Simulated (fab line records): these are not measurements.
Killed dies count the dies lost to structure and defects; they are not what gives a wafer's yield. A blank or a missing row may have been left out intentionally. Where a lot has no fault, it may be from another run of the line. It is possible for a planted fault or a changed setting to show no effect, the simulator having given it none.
What tool caused it?	flow gf180mcu	6 lots with 17 wafers sampled at 4 steps, on a route of 602 steps

== WHAT EACH GAUGE READ, for each wafer ==
GF_V1_RS_MEAS_24: measurement is done with a four-point probe.
lot	measured	on	V1_W_RS (ohm/sq)
L898	day 18 10:05	film_metro-01	0.325 0.326 0.327
L901	day 19 09:20	film_metro-03	0.329 0.330 0.331
L904	day 20 14:36	film_metro-01	0.326 0.325 0.329
L909	day 23 03:29	film_metro-03	0.331 0.340 0.331 0.339
L913	day 24 03:27	film_metro-03	0.336 0.331 0.336
L918	day 25 10:58	film_metro-01	0.325 0.327 0.327

== WHAT TOOL EACH LOT RAN ON (gives the tool, then ch and the chambers of the sampled wafers, and finally the start) ==
lot	GF_V1_CVD_02	GF_V1_SPUTTER_21	GF_V1_CVD_23
L898	pecvd-02 ch 0,1, day 17 08:46	pvd_sputter-04, day 18 09:52	cvd_w-01 ch 0,1, day 18 09:58
L901	pecvd-01 ch 0,1, day 18 08:22	pvd_sputter-02, day 19 09:07	cvd_w-02 ch 0,1, day 19 09:13
L904	pecvd-02 ch 0,2, day 19 13:59	pvd_sputter-04, day 20 14:22	cvd_w-01 ch 0,1, day 20 14:28
L909	pecvd-01 ch 1, day 22 03:16	pvd_sputter-03, day 23 03:16	cvd_w-01 ch 1, day 23 03:22
L913	pecvd-01 ch 0,1,2, day 23 03:42	pvd_sputter-04, day 24 03:14	cvd_w-02 ch 0,1, day 24 03:20
L918	pecvd-02 ch 0,1, day 24 11:54	pvd_sputter-03, day 25 10:46	cvd_w-01 ch 0,1, day 25 10:52
- GF_V1_CVD_02: deposits SiO2 from TEOS, target thk 850 nm, time 94.851 s.
- GF_V1_SPUTTER_21: material Ti, target thk 15 nm, time 80.02 s.
- GF_V1_CVD_23: deposits W, target thk 350 nm, time 105.05 s.

== THE ANSWER, worked out from the rows above alone ==
Rule: the usual values come from the lots themselves. Put in order of their means at a reading, lots are off if they are a third of the lots or fewer, leave a main group of 4 or more, and stand apart from it by a gap of 3 or more times the standard deviation of the main group's means; of several such gaps the widest counts. A main group whose means are all the same, to the digits that the tables above print for the reading, isn't used. Also off: a lot with no number at a reading for which 4 or more lots have one. The other lots that the step has rows for count as sound.
No lot is off on any of the readings shown, so nothing can be concluded from this.

== WHAT THE SIMULATOR HAD INSERTED ==
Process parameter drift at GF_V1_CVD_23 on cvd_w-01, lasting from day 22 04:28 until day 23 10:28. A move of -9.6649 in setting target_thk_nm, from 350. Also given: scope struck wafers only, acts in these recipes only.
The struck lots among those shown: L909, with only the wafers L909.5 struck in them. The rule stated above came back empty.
